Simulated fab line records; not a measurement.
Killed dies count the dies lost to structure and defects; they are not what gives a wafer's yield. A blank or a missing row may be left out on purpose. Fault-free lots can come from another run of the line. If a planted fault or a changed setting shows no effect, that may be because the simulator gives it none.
Which tool did it?	flow sky130	Sampling: 11 lots, 33 wafers, 6 of 708 route steps

WHAT EACH GAUGE READ, for each wafer
The record holds no reading of a measuring or inspecting step that can be judged against a usual standard deviation.

WHICH TOOL RAN EACH LOT (tool, then ch and the chambers of the sampled wafers, then the start)
lot	SKY_VIA4_CMP_21	SKY_METAL5_STRIP_16	SKY_PASSIVATION_COAT_06	SKY_PASSIVATION_ETCH_11	SKY_PASSIVATION_STRIP_12	SKY_PAD_OPEN_PROBE_99
L705	cmp-01 ch 1,2,3, day 43 19:20	plasma-asher-03 ch 0,1, day 44 17:41	litho-track-03 ch 0, day 45 05:37	rie-diel-03 ch 0,1,2, day 45 16:13	plasma-asher-02 ch 0,1, day 45 16:20	-
L707	cmp-01 ch 0,3, day 43 19:56	plasma-asher-04 ch 0,1, day 44 18:52	litho-track-03 ch 0, day 45 06:56	rie-diel-01 ch 2,3, day 45 16:55	plasma-asher-02 ch 0,1, day 45 17:04	prober-02, day 46 17:07
L708	cmp-01 ch 0,1,3, day 45 12:06	plasma-asher-03 ch 0, day 46 09:41	litho-track-02 ch 0, day 46 19:29	rie-diel-02 ch 0,2,3, day 47 07:22	plasma-asher-02 ch 0,1, day 47 07:29	prober-02, day 48 06:31
L709	cmp-02 ch 0,1,3, day 45 12:55	plasma-asher-03 ch 0,1, day 46 10:35	litho-track-03 ch 0, day 46 21:16	rie-diel-02 ch 1,2,3, day 47 08:28	plasma-asher-04 ch 0,1, day 47 08:34	-
L710	cmp-01 ch 1,2,3, day 45 14:05	plasma-asher-01 ch 0,1, day 46 11:47	litho-track-01 ch 0, day 46 22:28	rie-diel-01 ch 0,2,3, day 47 09:07	plasma-asher-04 ch 0,1, day 47 09:13	-
L712	cmp-02 ch 0,2,3, day 45 14:38	plasma-asher-03 ch 1, day 46 12:26	litho-track-03 ch 0, day 46 23:22	rie-diel-02 ch 1,2,3, day 47 09:58	plasma-asher-02 ch 0,1, day 47 10:05	prober-02, day 48 09:31
L714	cmp-02 ch 1,2, day 45 20:14	plasma-asher-03 ch 0,1, day 46 15:56	litho-track-02 ch 0, day 47 03:26	rie-diel-02 ch 1,2,3, day 47 13:13	plasma-asher-02 ch 0, day 47 13:19	-
L713	cmp-01 ch 0,2, day 45 22:19	plasma-asher-01 ch 0,1, day 46 18:50	litho-track-02 ch 0, day 47 07:08	rie-diel-03 ch 2,3, day 47 16:10	plasma-asher-02 ch 0,1, day 47 16:16	prober-02, day 48 15:41
L715	cmp-01 ch 1,2,3, day 45 22:58	plasma-asher-03 ch 0,1, day 46 20:23	litho-track-02 ch 0, day 47 07:46	rie-diel-02 ch 0,1,3, day 47 16:43	plasma-asher-04 ch 0,1, day 47 16:50	prober-01, day 48 15:38
L719	cmp-01 ch 1,2,3, day 46 17:01	plasma-asher-04 ch 0,1, day 47 14:08	litho-track-02 ch 0, day 48 02:05	rie-diel-01 ch 1,2,3, day 48 11:34	plasma-asher-02 ch 0,1, day 48 11:40	prober-01, day 49 08:33
L726	cmp-02 ch 0,1,3, day 48 14:42	plasma-asher-04 ch 0, day 49 09:08	litho-track-03 ch 0, day 49 19:19	rie-diel-01 ch 0,2, day 50 03:13	plasma-asher-03 ch 0,1, day 50 03:20	prober-02, day 50 22:08
- SKY_VIA4_CMP_21: polishes, stops on SiO2, t overpolish 25 s, target thk 0 nm.
- SKY_METAL5_STRIP_16: strips in O2/N2.
- SKY_PASSIVATION_COAT_06: resist thk 3000 nm.
- SKY_PASSIVATION_ETCH_11: etches the open film in CF4/O2, stops on AlCu, target depth 725 nm, time 161.1 s.
- SKY_PASSIVATION_STRIP_12: strips in O2/N2.
- SKY_PAD_OPEN_PROBE_99

WHAT THE TOOLS THEMSELVES READ (means of the sampled wafers that have a number; where no wafer has one, the mark that the record gives instead)
SKY_VIA4_CMP_21. Usual: motor-current-A 11.1 A, standard deviation 1.3; overpolish-run-s 25.001 s, standard deviation 0.0094; time-to-endpoint-s 121 s, standard deviation 4.8.
lot	tool	motor-current-A (A)	overpolish-run-s (s)	time-to-endpoint-s (s)	flag
L705	cmp-01	12.5	25.006	120	
L707	cmp-01	12.2	25.011	119	
L708	cmp-01	11.7	25.000	125	
L709	cmp-02	10.0	24.999	129	
L710	cmp-01	12.0	24.999	122	
L712	cmp-02	10.6	25.007	120	
L714	cmp-02	9.6	25.005	125	
L713	cmp-01	11.4	24.999	117	
L715	cmp-01	12.4	25.002	119	
L719	cmp-01	12.3	25.004	120	
L726	cmp-02	10.1	25.009	116	

SKY_METAL5_STRIP_16. Usual: drypump-motor-current-A 5.8 A, standard deviation 0.31; oes-product-au 0.711 a.u., standard deviation 0.0041; strip-time-to-endpoint-s 13.05 s, standard deviation 0.17.
lot	tool	drypump-motor-current-A (A)	oes-product-au (a.u.)	strip-time-to-endpoint-s (s)	flag
L705	plasma-asher-03	5.5	0.711	13.05	
L707	plasma-asher-04	6.0	0.710	13.09	
L708	plasma-asher-03	5.7	0.710	13.08	
L709	plasma-asher-03	5.6	0.710	13.22	
L710	plasma-asher-01	6.0	0.715	13.02	
L712	plasma-asher-03	5.4	0.712	12.97	
L714	plasma-asher-03	5.6	0.708	12.85	
L713	plasma-asher-01	6.1	0.712	13.05	
L715	plasma-asher-03	5.5	0.711	13.02	
L719	plasma-asher-04	6.0	0.711	12.85	
L726	plasma-asher-04	5.6	0.710	13.05	

SKY_PASSIVATION_ETCH_11. Usual: drypump-motor-current-A 5.8 A, standard deviation 0.32; oes-product-au 0.976 a.u., standard deviation 0.0074; throttle-valve-pct 5.964 %, standard deviation 0.0094.
lot	tool	drypump-motor-current-A (A)	oes-product-au (a.u.)	throttle-valve-pct (%)	flag
L705	rie-diel-03	5.8	0.979	5.964	
L707	rie-diel-01	6.1	0.979	5.963	
L708	rie-diel-02	5.9	0.984	5.966	
L709	rie-diel-02	5.8	0.961	5.966	
L710	rie-diel-01	5.9	0.971	5.956	
L712	rie-diel-02	5.9	0.979	5.962	
L714	rie-diel-02	5.8	0.978	5.957	
L713	rie-diel-03	5.5	0.977	5.967	
L715	rie-diel-02	5.6	0.969	5.964	
L719	rie-diel-01	5.9	0.981	5.969	
L726	rie-diel-01	5.7	0.976	5.984	

SKY_PASSIVATION_STRIP_12. Usual: drypump-motor-current-A 5.70 A, standard deviation 0.21; oes-product-au 0.661 a.u., standard deviation 0.0047; strip-time-to-endpoint-s 31.47 s, standard deviation 0.14.
lot	tool	drypump-motor-current-A (A)	oes-product-au (a.u.)	strip-time-to-endpoint-s (s)	flag
L705	plasma-asher-02	5.68	0.663	31.57	
L707	plasma-asher-02	5.68	0.662	31.45	
L708	plasma-asher-02	5.73	0.657	31.39	
L709	plasma-asher-04	5.79	0.661	31.64	
L710	plasma-asher-04	5.78	0.660	31.53	
L712	plasma-asher-02	5.74	0.660	31.49	
L714	plasma-asher-02	5.63	0.661	31.56	
L713	plasma-asher-02	5.73	0.661	31.56	
L715	plasma-asher-04	5.77	0.662	28.49	OFF
L719	plasma-asher-02	5.69	0.659	28.40	OFF
L726	plasma-asher-03	5.49	0.660	31.41	

SKY_PAD_OPEN_PROBE_99. Usual: defect-limited-yield 83.0 %, standard deviation 1.8; killed_at_M0_to_M3 43, standard deviation 7.5; killed_at_M4_up 3.0, standard deviation 1.6; killed-at-contacts 23, standard deviation 5.8; killed-at-front-end 14, standard deviation 4.8; killed-at-other 0.3, standard deviation 0.52; killed-dies 84, standard deviation 9.1; killed-open 47, standard deviation 7.2; killed-short 37, standard deviation 5.8; sort_bin_3_pad_short 0.9 %, standard deviation 0.38; sort_bin_5_function 10.0 %, standard deviation 1.5; sort_bin_6_memory 6.1 %, standard deviation 1.1; sort-n-pass 408, standard deviation 9.1; sort-yield-pct 83.0 %, standard deviation 1.8.
lot	tool	defect-limited-yield (%)	killed_at_M0_to_M3	killed_at_M4_up	killed-at-contacts	killed-at-front-end	killed-at-other	killed-dies	killed-open	killed-short	sort_bin_3_pad_short (%)	sort_bin_5_function (%)	sort_bin_6_memory (%)	sort-n-pass	sort-yield-pct (%)	flag
L707	prober-02	81.6	53	4.0	22	12	0.0	91	52	38	0.7	11.1	6.6	401	81.6	
L708	prober-02	85.4	38	2.7	23	8	0.0	72	41	31	0.7	8.9	5.0	420	85.4	
L712	prober-02	81.5	46	5.0	24	16	0.0	91	47	44	1.1	10.6	6.8	401	81.5	
L713	prober-02	82.6	47	3.3	23	11	0.0	85	46	39	0.8	10.1	6.4	407	82.6	
L715	prober-01	82.6	44	2.0	24	16	0.0	86	47	39	0.8	9.6	7.0	406	82.6	
L719	prober-01	84.3	43	3.3	21	10	0.0	77	41	36	1.2	9.8	4.7	415	84.3	
L726	prober-02	82.0	52	2.7	20	14	0.3	89	52	37	0.9	10.1	7.0	403	82.0	

THE ANSWER, worked out from the rows above alone
Rule: take the mean of a lot's wafers that have a number; if it is more than 3 standard deviations from the usual mean, the lot is off. Also off: a lot with no number at a reading for which 4 or more lots have one. All remaining lots with rows at the step are treated as sound. First the gauges in route order, then the tools' own readings, where a lot's mean is used as printed above. The first step at which some lot is off is used, and at that step the reading that is off furthest; a lot without a number counts as furthest.
Off, at SKY_PASSIVATION_STRIP_12 on strip-time-to-endpoint-s: L715, L719.
A tool fits if, at that step or a process step before it, it ran every lot that is off, and no sound lot after the first of them. This does not decide it: 2 tools fit, namely cmp-01 at SKY_VIA4_CMP_21 and litho-track-02 at SKY_PASSIVATION_COAT_06.

WHAT THE SIMULATOR HAD INSERTED
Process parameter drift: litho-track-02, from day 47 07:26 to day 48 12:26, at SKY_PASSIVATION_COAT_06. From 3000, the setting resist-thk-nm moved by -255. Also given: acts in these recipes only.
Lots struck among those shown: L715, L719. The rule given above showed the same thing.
